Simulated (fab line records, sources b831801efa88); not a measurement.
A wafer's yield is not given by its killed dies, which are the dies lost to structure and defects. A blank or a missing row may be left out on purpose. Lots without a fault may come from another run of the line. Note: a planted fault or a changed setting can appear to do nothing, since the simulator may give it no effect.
fab line records	flow gf180mcu
record: lots: 5	wafers: 15	lastDay: 34
route steps=602 shown STI@31 DNWELL@32 NWELL@42
lots that met no fault: from a run of the same line without faults
startH: hours from the record's opening day to when the first of the lot's shown wafers began	waitH: hours from the lot's prior step to this one	" as in the row above	L1.1+2: one row covering several wafers at once	- no value, or no start given	* or withheld: withheld	< > ~ a bound
route shown NAME@n: a module of which the file shows steps, and the number in the route of the first	usual: average and standard deviation across the fault-free wafers	same: alike in all rows	chamber/n: place in a boat	sites: each site's reading	_std_site: standard deviation across them	_edge_site: the outer-site mean with the inner-site mean subtracted	radiusMm: how far each site lies from the wafer's centre	mask NAME#n: copy n	behind: tool/chamber where the wafer was last shaped	hold: the reason the lot was held/the length of the hold in hours/how it ended	device: whichever transistor did not switch (one of n, p or np)	end of line: tests of these same wafers at the route's end	a step with no rows: only its recipe	killed: dies that structure and defects cost at the first sort, which is not the same as the wafer's yield	map: a wafer's dies, x killed, . not, _ none there
set.NAME: the setting as run; set.NAME@STEP: as run at that earlier step	model.NAME: the simulator's own value behind a step, which no gauge read
a table for each step, a row for each wafer; lots at some steps of the route
services: a tool's chamber out of use, with start hour (startH, from the record's first day; less than 0 if before it), hours out, and reason
== steps ==
step: GF_STI_THK_MEAS_30
recipe: reads: SiO2_of_STI_OXIDATION_29
usual: STI_OXIDATION_02_THK: 9.97/0.17
lot.wafer	tool	chamber	startH	waitH	STI_OXIDATION_02_THK[nm]
L083.1	filmMetro-04	-	78.14	0.0	10.15
L083.2	"	-	"	"	10.11
L083.5	"	-	"	"	10.05
L092.1	filmMetro-01	-	122.91	0.0	9.90
L092.3	"	-	"	"	9.99
L092.4	"	-	"	"	9.74
L095.2	filmMetro-01	-	139.70	0.0	10.15
L095.3	"	-	"	"	10.34
L095.4	"	-	"	"	10.24
L096.1	filmMetro-01	-	144.41	0.0	10.22
L096.4	"	-	"	"	10.01
L096.6	"	-	"	"	10.12
L097.1	filmMetro-01	-	148.18	0.0	9.80
L097.4	"	-	"	"	9.76
L097.5	"	-	"	"	9.83
step: GF_DNWELL_DEHYDRATE_00
recipe: tempC: 200	timeS: 60
usual: exhaustPa: 44.9/0.86	plateTempC: 200.01/0.14
lot.wafer	tool	chamber	startH	waitH	exhaustPa	plateTempC
L083.1	lithoTrack-02	0	84.00	5.9	45.6	200.03
L083.2	"	0	"	"	45.8	200.18
L083.5	"	0	"	"	44.9	200.06
L092.1	lithoTrack-04	0	129.57	6.6	44.9	199.86
L092.3	"	0	"	"	45.6	199.80
L092.4	"	0	"	"	46.3	199.91
L095.2	lithoTrack-02	0	147.03	7.3	46.0	199.84
L095.3	"	0	"	"	44.9	199.92
L095.4	"	0	"	"	45.3	200.05
L096.1	lithoTrack-03	0	151.72	7.3	43.3	200.11
L096.4	"	0	"	"	43.9	200.05
L096.6	"	0	"	"	45.3	199.97
L097.1	lithoTrack-04	0	155.12	6.9	44.5	200.13
L097.4	"	0	"	"	43.6	200.14
L097.5	"	0	"	"	44.2	200.23
step: GF_DNWELL_HMDS_01
recipe: primeTimeS: 60	primeTempC: 120
usual: exhaustPa: 44.9/0.91
lot.wafer	tool	chamber	startH	waitH	exhaustPa
L083.1	lithoTrack-02	0	84.15	0.1	44.7
L083.2	"	0	"	"	45.0
L083.5	"	0	"	"	43.9
L092.1	lithoTrack-04	0	129.72	0.1	45.0
L092.3	"	0	"	"	45.0
L092.4	"	0	"	"	44.4
L095.2	lithoTrack-02	0	147.18	0.1	46.5
L095.3	"	0	"	"	44.8
L095.4	"	0	"	"	46.0
L096.1	lithoTrack-03	0	151.87	0.1	46.4
L096.4	"	0	"	"	46.5
L096.6	"	0	"	"	45.8
L097.1	lithoTrack-04	0	155.27	0.1	44.8
L097.4	"	0	"	"	44.4
L097.5	"	0	"	"	44.2
step: GF_DNWELL_COAT_02
recipe: spinRpm: 2000	resistThkNm: 3000
usual: exhaustPa: 44.7/0.96
lot.wafer	tool	chamber	startH	waitH	exhaustPa
L083.1	lithoTrack-02	0	84.30	0.1	44.8
L083.2	"	0	"	"	44.7
L083.5	"	0	"	"	44.5
L092.1	lithoTrack-04	0	129.87	0.1	43.1
L092.3	"	0	"	"	45.5
L092.4	"	0	"	"	44.5
L095.2	lithoTrack-02	0	147.33	0.1	45.3
L095.3	"	0	"	"	45.0
L095.4	"	0	"	"	45.6
L096.1	lithoTrack-03	0	152.02	0.1	44.7
L096.4	"	0	"	"	44.9
L096.6	"	0	"	"	45.6
L097.1	lithoTrack-04	0	155.42	0.1	43.7
L097.4	"	0	"	"	45.1
L097.5	"	0	"	"	44.6
step: GF_DNWELL_SOFTBAKE_03
recipe: tempC: 110	timeS: withheld
usual: exhaustPa: 44.9/0.87	plateTempC: 110.01/0.14
lot.wafer	tool	chamber	startH	waitH	exhaustPa	plateTempC
L083.1	lithoTrack-02	0	84.45	0.1	44.9	109.97
L083.2	"	0	"	"	44.1	110.12
L083.5	"	0	"	"	45.1	109.83
L092.1	lithoTrack-04	0	130.02	0.1	43.6	110.27
L092.3	"	0	"	"	44.4	109.92
L092.4	"	0	"	"	44.6	110.18
L095.2	lithoTrack-02	0	147.49	0.1	44.8	110.04
L095.3	"	0	"	"	45.6	110.15
L095.4	"	0	"	"	46.8	110.08
L096.1	lithoTrack-03	0	152.17	0.1	45.0	110.07
L096.4	"	0	"	"	45.6	109.96
L096.6	"	0	"	"	45.7	110.06
L097.1	lithoTrack-04	0	155.57	0.1	43.4	110.08
L097.4	"	0	"	"	43.7	110.11
L097.5	"	0	"	"	42.2	110.04
step: GF_DNWELL_EXPOSE_04
recipe: maskId: DNWELL	targetCdNm: 1700	na: 0.6	sourceShape: conventional	sigmaOuter: 0.6	doseMj: 260
lot.wafer	tool	chamber	startH	waitH	mask
L083.1+2+5	ilineStepper-01	0	-	-	DNWELL#0
L092.1+3+4	ilineStepper-02	0	-	-	DNWELL#0
L095.2+3+4	ilineStepper-01	0	-	-	DNWELL#0
L096.1+4+6	ilineStepper-01	0	-	-	DNWELL#0
L097.1+4+5	ilineStepper-02	0	-	-	DNWELL#0
step: GF_DNWELL_PEB_05
recipe: tempC: 115	timeS: withheld
usual: exhaustPa: 45.0/0.99	plateTempC: 115.03/0.13
lot.wafer	tool	chamber	startH	waitH	exhaustPa	plateTempC
L083.1	lithoTrack-02	0	-	-	45.2	115.14
L083.2	"	0	"	"	44.4	115.24
L083.5	"	0	"	"	43.8	115.05
L092.1	lithoTrack-02	0	-	-	44.7	114.87
L092.3	"	0	"	"	44.6	114.90
L092.4	"	0	"	"	46.0	114.96
L095.2	lithoTrack-02	0	-	-	43.7	114.86
L095.3	"	0	"	"	45.0	114.90
L095.4	"	0	"	"	44.3	114.86
L096.1	lithoTrack-02	0	-	-	44.2	114.86
L096.4	"	0	"	"	46.8	114.85
L096.6	"	0	"	"	43.9	115.13
L097.1	lithoTrack-04	0	-	-	45.1	114.99
L097.4	"	0	"	"	44.9	115.01
L097.5	"	0	"	"	43.1	114.91
step: GF_DNWELL_DEVELOP_06
recipe: wallAngleDeg: 90	developTimeS: 60	devTempC: 23
usual: exhaustPa: 45.0/0.92
same: developTimeS: 60
lot.wafer	tool	chamber	startH	waitH	exhaustPa
L083.1	lithoTrack-02	0	-	-	44.6
L083.2	"	0	"	"	44.9
L083.5	"	0	"	"	44.1
L092.1	lithoTrack-02	0	-	-	45.8
L092.3	"	0	"	"	45.1
L092.4	"	0	"	"	45.5
L095.2	lithoTrack-02	0	-	-	45.4
L095.3	"	0	"	"	46.0
L095.4	"	0	"	"	44.8
L096.1	lithoTrack-02	0	-	-	44.6
L096.4	"	0	"	"	45.5
L096.6	"	0	"	"	44.6
L097.1	lithoTrack-04	0	-	-	44.9
L097.4	"	0	"	"	46.1
L097.5	"	0	"	"	45.2
step: GF_DNWELL_IMPLANT_07
recipe: species: P	energyKev: 1500	doseCm2: 1e+13	tiltDeg: 0
lot.wafer	tool	chamber	startH	waitH
L083.1+2+5	implanter-01	0	91.80	-
L092.1+3+4	implanter-03	0	137.80	-
L095.2+3+4	implanter-02	0	155.18	-
L096.1+4+6	implanter-03	0	159.95	-
L097.1+4+5	implanter-02	0	164.17	-
step: GF_DNWELL_STRIP_08
recipe: chemistry: O2/N2	powerW: 1400	pressureMtorr: 1500	platenTempC: 250	o2FlowSccm: 3000	n2FlowSccm: 300	overashFraction: 0.5
usual: drypumpMotorCurrentA: 5.7/0.47	heaterPowerW: 306/33	oesProductAu: 0.722/0.0049	stripTimeToEndpointS: 36.91/0.086
lot.wafer	tool	chamber	startH	waitH	drypumpMotorCurrentA	heaterPowerW	oesProductAu	rfHoursCounterH	stripTimeToEndpointS
L083.1	plasmaAsher-01	1	91.95	0.1	6.2	271	0.716	43	36.87
L083.2	"	0	"	"	6.0	276	0.723	43	36.81
L083.5	"	0	"	"	6.1	278	0.716	-	37.00
L092.1	plasmaAsher-04	1	137.95	0.1	5.8	288	0.724	35	36.80
L092.3	"	1	"	"	5.8	294	0.716	-	37.01
L092.4	"	0	"	"	5.2	380	0.720	-	36.83
L095.2	plasmaAsher-03	1	155.30	0.1	5.4	321	0.728	49	36.94
L095.3	"	1	"	"	5.4	319	0.720	-	36.95
L095.4	"	0	"	"	4.9	340	0.725	-	36.77
L096.1	plasmaAsher-04	1	160.10	0.1	5.8	293	0.714	38	36.92
L096.4	"	0	"	"	5.2	370	0.727	-	36.90
L096.6	"	0	"	"	5.2	368	0.718	-	36.77
L097.1	plasmaAsher-03	1	164.32	0.1	5.4	334	0.726	50	36.86
L097.4	"	1	"	"	5.4	322	0.730	-	36.90
L097.5	"	0	"	"	4.9	331	0.725	-	36.84
step: GF_DNWELL_TW_MEAS_09
usual: DNWELL_TW: 1341/10
lot.wafer	tool	chamber	startH	waitH	DNWELL_TW
L083.1	filmMetro-01	-	92.05	0.1	1335
L083.2	"	-	"	"	1342
L083.5	"	-	"	"	1334
L092.1	filmMetro-01	-	138.05	0.1	1342
L092.3	"	-	"	"	1343
L092.4	"	-	"	"	1344
L095.2	filmMetro-03	-	155.41	0.1	1331
L095.3	"	-	"	"	1330
L095.4	"	-	"	"	1329
L096.1	filmMetro-01	-	160.20	0.1	1329
L096.4	"	-	"	"	1334
L096.6	"	-	"	"	1335
L097.1	filmMetro-01	-	164.42	0.1	1336
L097.4	"	-	"	"	1338
L097.5	"	-	"	"	1341
step: GF_NWELL_DEHYDRATE_00
recipe: tempC: 200	timeS: 60
usual: exhaustPa: 44.9/0.82	plateTempC: 199.99/0.15
lot.wafer	tool	chamber	startH	waitH	exhaustPa	plateTempC
L083.1	lithoTrack-02	0	97.80	5.7	44.8	200.08
L083.2	"	0	"	"	43.4	200.10
L083.5	"	0	"	"	45.3	200.07
L092.1	lithoTrack-03	0	144.97	6.9	45.9	199.86
L092.3	"	0	"	"	44.1	200.08
L092.4	"	0	"	"	44.8	199.94
L095.2	lithoTrack-02	0	163.28	7.9	44.7	199.95
L095.3	"	0	"	"	44.0	199.90
L095.4	"	0	"	"	44.7	200.16
L096.1	lithoTrack-03	0	167.37	7.2	45.3	199.91
L096.4	"	0	"	"	43.9	199.84
L096.6	"	0	"	"	45.0	199.90
L097.1	lithoTrack-02	0	171.60	7.2	46.0	200.17
L097.4	"	0	"	"	46.0	200.22
L097.5	"	0	"	"	44.5	200.25
step: GF_NWELL_HMDS_01
recipe: primeTimeS: 60	primeTempC: 120
usual: exhaustPa: 45.2/0.73
lot.wafer	tool	chamber	startH	waitH	exhaustPa
L083.1	lithoTrack-02	0	97.95	0.1	44.2
L083.2	"	0	"	"	45.5
L083.5	"	0	"	"	44.1
L092.1	lithoTrack-03	0	145.12	0.1	43.5
L092.3	"	0	"	"	45.1
L092.4	"	0	"	"	44.4
L095.2	lithoTrack-02	0	163.43	0.1	45.3
L095.3	"	0	"	"	45.1
L095.4	"	0	"	"	44.9
L096.1	lithoTrack-03	0	167.52	0.1	44.9
L096.4	"	0	"	"	46.1
L096.6	"	0	"	"	45.5
L097.1	lithoTrack-02	0	171.75	0.1	44.8
L097.4	"	0	"	"	44.1
L097.5	"	0	"	"	45.1
step: GF_NWELL_COAT_02
recipe: spinRpm: 2000	resistThkNm: 3000
usual: exhaustPa: 45.0/0.95
lot.wafer	tool	chamber	startH	waitH	exhaustPa
L083.1	lithoTrack-02	0	98.10	0.1	45.3
L083.2	"	0	"	"	44.0
L083.5	"	0	"	"	46.6
L092.1	lithoTrack-03	0	145.27	0.1	44.5
L092.3	"	0	"	"	45.9
L092.4	"	0	"	"	44.7
L095.2	lithoTrack-02	0	163.58	0.1	44.5
L095.3	"	0	"	"	46.4
L095.4	"	0	"	"	45.6
L096.1	lithoTrack-03	0	167.67	0.1	44.4
L096.4	"	0	"	"	46.3
L096.6	"	0	"	"	45.2
L097.1	lithoTrack-02	0	171.90	0.1	43.9
L097.4	"	0	"	"	44.2
L097.5	"	0	"	"	45.0
step: GF_NWELL_SOFTBAKE_03
recipe: tempC: 110	timeS: withheld
usual: exhaustPa: 45.1/0.87	plateTempC: 109.99/0.12
lot.wafer	tool	chamber	startH	waitH	exhaustPa	plateTempC
L083.1	lithoTrack-02	0	98.25	0.1	45.1	109.91
L083.2	"	0	"	"	45.7	109.87
L083.5	"	0	"	"	44.1	109.87
L092.1	lithoTrack-03	0	145.42	0.1	44.8	109.88
L092.3	"	0	"	"	45.6	110.09
L092.4	"	0	"	"	45.3	110.00
L095.2	lithoTrack-02	0	163.74	0.1	44.1	109.88
L095.3	"	0	"	"	44.6	109.90
L095.4	"	0	"	"	44.5	110.03
L096.1	lithoTrack-03	0	167.82	0.1	44.5	110.05
L096.4	"	0	"	"	45.0	110.16
L096.6	"	0	"	"	45.0	110.11
L097.1	lithoTrack-02	0	172.05	0.1	44.6	110.20
L097.4	"	0	"	"	43.8	110.03
L097.5	"	0	"	"	43.8	109.90
step: GF_NWELL_EXPOSE_04
recipe: maskId: Nwell	targetCdNm: 860	na: 0.6	sourceShape: conventional	sigmaOuter: 0.6	doseMj: 260
lot.wafer	tool	chamber	startH	waitH	mask
L083.1+2+5	ilineStepper-01	0	-	-	Nwell#0
L092.1+3+4	ilineStepper-01	0	-	-	Nwell#0
L095.2+3+4	ilineStepper-02	0	-	-	Nwell#0
L096.1+4+6	ilineStepper-02	0	-	-	Nwell#0
L097.1+4+5	ilineStepper-01	0	-	-	Nwell#0
== services ==
tool	chamber	startH	hours	kind
plasmaAsher-04	-	77.99	1.7	repair
plasmaAsher-03	-	97.82	5.0	repair
implanter-03	-	100.27	0.5	repair
ilineStepper-02	-	100.74	6.3	repair
implanter-02	-	101.02	4.5	pm
ilineStepper-02	0	108.05	-	calibration
ilineStepper-02	-	116.91	1.7	pm
implanter-03	-	122.41	7.1	pm
implanter-02	-	156.40	3.3	repair
implanter-01	-	159.61	5.5	pm
ilineStepper-01	-	163.26	1.7	pm
ilineStepper-01	-	167.20	0.8	repair
== key ==
fault none
